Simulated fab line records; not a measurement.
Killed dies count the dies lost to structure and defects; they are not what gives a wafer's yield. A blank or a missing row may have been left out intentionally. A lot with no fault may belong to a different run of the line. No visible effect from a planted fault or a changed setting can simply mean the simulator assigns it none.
Which tool did it?    flow gf180mcu    12 lots, 36 wafers sampled, at 5 steps of a route of 602

## WHAT THE GAUGES READ, wafer by wafer
GF_HV_LDD_THK_MEAS_57.
lot   measured      on             HV_LDD_CVD_56_THK (nm)
L197  day 13 04:02  film_metro-03  90.1 88.7 88.5
L198  day 13 13:04  film_metro-04  89.5 90.4 90.2
L199  day 13 17:11  film_metro-03  66.9 66.4 67.0
L200  day 14 01:41  film_metro-04  66.1 66.2 65.9
L201  day 14 10:52  film_metro-04  89.5 89.9 89.3
L212  day 18 09:59  film_metro-03  89.5 89.7 88.5
L213  day 18 17:16  film_metro-04  90.8 90.2 90.2
L214  day 19 02:23  film_metro-03  89.5 90.0 89.7
L215  day 19 04:58  film_metro-04  87.9 89.8 89.3
L216  day 19 22:46  film_metro-02  91.8 91.8 91.7
L217  day 20 01:32  film_metro-03  90.7 90.5 91.0
L218  day 20 04:49  film_metro-04  91.0 89.7 89.6

GF_SAB_OVL_MEAS_10.
lot   measured      on          SAB_OVL (nm)
L197  day 15 19:52  overlay-01  1.1 -0.5 0.8
L198  day 16 05:47  overlay-02  0.5 0.3 -1.1
L199  day 16 11:10  overlay-01  -1.7 1.6 0.0
L200  day 16 20:08  overlay-02  0.3 -0.1 -1.3
L201  day 17 05:09  overlay-02  -1.8 -3.3 -1.9
L212  day 21 11:01  overlay-02  0.7 0.5 0.6
L213  day 21 18:49  overlay-02  0.0 -0.3 1.1
L214  day 22 03:16  overlay-01  -1.0 -1.0 1.2
L215  day 22 06:50  overlay-01  0.5 -0.4 -0.3
L216  day 22 22:22  overlay-01  1.3 -0.3 0.4
L217  day 23 01:10  overlay-01  1.9 1.7 3.2
L218  day 23 04:58  overlay-01  0.6 0.3 -0.9

## WHAT TOOL EACH LOT RAN ON (gives the tool, then ch and the chambers of the sampled wafers, and finally the start)
lot   GF_HV_LDD_CVD_56             GF_HV_LDD_ETCHBACK_58               GF_PSD_RTA_13
L197  lpcvd-01 ch 1, day 13 02:37  rie_diel-02 ch 1,3, day 13 04:05    rtp_anneal-02 ch 0, day 14 21:24
L198  lpcvd-01 ch 1, day 13 11:38  rie_diel-04 ch 0,3, day 13 13:08    rtp_anneal-02 ch 0, day 15 07:22
L199  lpcvd-01 ch 1, day 13 15:45  rie_diel-01 ch 1,2, day 13 17:14    rtp_anneal-02 ch 0, day 15 12:40
L200  lpcvd-01 ch 1, day 14 00:15  rie_diel-02 ch 0,1, day 14 01:44    rtp_anneal-02 ch 0, day 15 21:50
L201  lpcvd-02 ch 0, day 14 09:26  rie_diel-02 ch 2,3, day 14 10:55    rtp_anneal-02 ch 0, day 16 06:51
L212  lpcvd-02 ch 1, day 18 08:34  rie_diel-02 ch 0,1, day 18 10:02    rtp_anneal-02 ch 0, day 20 10:56
L213  lpcvd-02 ch 0, day 18 15:50  rie_diel-04 ch 0,1,2, day 18 17:19  rtp_anneal-02 ch 0, day 20 18:23
L214  lpcvd-01 ch 0, day 19 00:57  rie_diel-02 ch 1,2,3, day 19 02:26  rtp_anneal-01 ch 0, day 21 03:22
L215  lpcvd-02 ch 0, day 19 03:32  rie_diel-02 ch 0,2,3, day 19 05:01  rtp_anneal-01 ch 0, day 21 06:31
L216  lpcvd-01 ch 0, day 19 21:20  rie_diel-02 ch 2,3, day 19 22:49    rtp_anneal-01 ch 0, day 21 22:46
L217  lpcvd-01 ch 0, day 20 00:05  rie_diel-01 ch 0,3, day 20 01:35    rtp_anneal-01 ch 0, day 22 02:23
L218  lpcvd-02 ch 0, day 20 03:23  rie_diel-01 ch 0,1,2, day 20 04:52  rtp_anneal-01 ch 0, day 22 05:17
- GF_HV_LDD_CVD_56: deposits Si3N4 from DCS/NH3, target thk 90 nm, time 1543 s.
- GF_HV_LDD_ETCHBACK_58: etches Si3N4 in CH3F/O2, stops on SiO2, time 100 s, target depth 90 nm.
- GF_PSD_RTA_13: time 18.25 s.

## WHAT THE TOOLS THEMSELVES READ (means of the sampled wafers that have a number; where no wafer has one, the mark that the record gives instead)
GF_HV_LDD_CVD_56.
lot   tool      spike_tc_lower_C (C)  zone_power_upper_pct (%)
L197  lpcvd-01  771.5                 11.3
L198  lpcvd-01  770.3                 11.3
L199  lpcvd-01  770.4                 11.2
L200  lpcvd-01  771.2                 11.3
L201  lpcvd-02  771.7                 13.4
L212  lpcvd-02  770.8                 15.7
L213  lpcvd-02  771.7                 13.4
L214  lpcvd-01  771.4                 13.6
L215  lpcvd-02  772.0                 13.2
L216  lpcvd-01  771.0                 13.7
L217  lpcvd-01  769.7                 13.8
L218  lpcvd-02  771.0                 13.4

GF_HV_LDD_ETCHBACK_58.
lot   tool         drypump_motor_current_A (A)  oes_product_au (a.u.)  throttle_valve_pct (%)
L197  rie_diel-02  5.4                          0.836                  10.556
L198  rie_diel-04  5.7                          0.843                  10.558
L199  rie_diel-01  5.9                          0.727                  10.549
L200  rie_diel-02  5.3                          0.719                  10.534
L201  rie_diel-02  5.8                          0.838                  10.559
L212  rie_diel-02  5.2                          0.842                  10.566
L213  rie_diel-04  6.0                          0.849                  10.561
L214  rie_diel-02  5.7                          0.841                  10.566
L215  rie_diel-02  5.8                          0.837                  10.568
L216  rie_diel-02  5.7                          0.853                  10.557
L217  rie_diel-01  5.3                          0.848                  10.563
L218  rie_diel-01  5.6                          0.841                  10.565

GF_PSD_RTA_13.
lot   tool           anneal_temp_c_max  lamp_power_pct (%)  wafer_temp_C_max
L197  rtp_anneal-02  1029.2             30                  1031.2
L198  rtp_anneal-02  1027.7             30                  1031.5
L199  rtp_anneal-02  1029.1             30                  1031.3
L200  rtp_anneal-02  1028.1             30                  1033.3
L201  rtp_anneal-02  1028.5             30                  1033.0
L212  rtp_anneal-02  1028.9             30                  1031.6
L213  rtp_anneal-02  1028.6             30                  1032.9
L214  rtp_anneal-01  1029.4             36                  1030.9
L215  rtp_anneal-01  1030.1             36                  1031.2
L216  rtp_anneal-01  1029.5             36                  1031.2
L217  rtp_anneal-01  1029.5             36                  1031.8
L218  rtp_anneal-01  1030.8             36                  1030.7

## THE ANSWER, worked out from the rows above alone
Rule: the lots themselves supply what counts as usual. The widest of any qualifying gaps counts: lots, ordered by their means at a reading, are off when they make up no more than a third of the lots, leave a main group of 4 or more, and stand apart from it by 3 or more times the standard deviation of that group's means. Not used: any main group whose means are identical at the precision the tables above print for the reading. A lot without any number at a reading at which 4 lots or more have one is off too. Any other lot the step has rows for is counted as sound. First the gauges in route order, then the tools' own readings, where a lot's mean is used as printed above. The first step at which some lot is off is used, and at that step the reading that is off furthest; a lot without a number counts as furthest.
Off: at GF_HV_LDD_THK_MEAS_57 (HV_LDD_CVD_56_THK), L199, L200. Mean 90.0 nm and standard deviation 0.8 in the main group.
A tool fits if, at a process step before that reading, it ran every lot that is off, and no sound lot after the first of them. Not tried: the gauges at GF_HV_LDD_THK_MEAS_57; whatever is off there is also off at GF_HV_LDD_ETCHBACK_58, on other tools, and gauge error can't account for it. Not one of the candidates tried fits.

## WHAT HAD BEEN PUT IN BY THE SIMULATOR
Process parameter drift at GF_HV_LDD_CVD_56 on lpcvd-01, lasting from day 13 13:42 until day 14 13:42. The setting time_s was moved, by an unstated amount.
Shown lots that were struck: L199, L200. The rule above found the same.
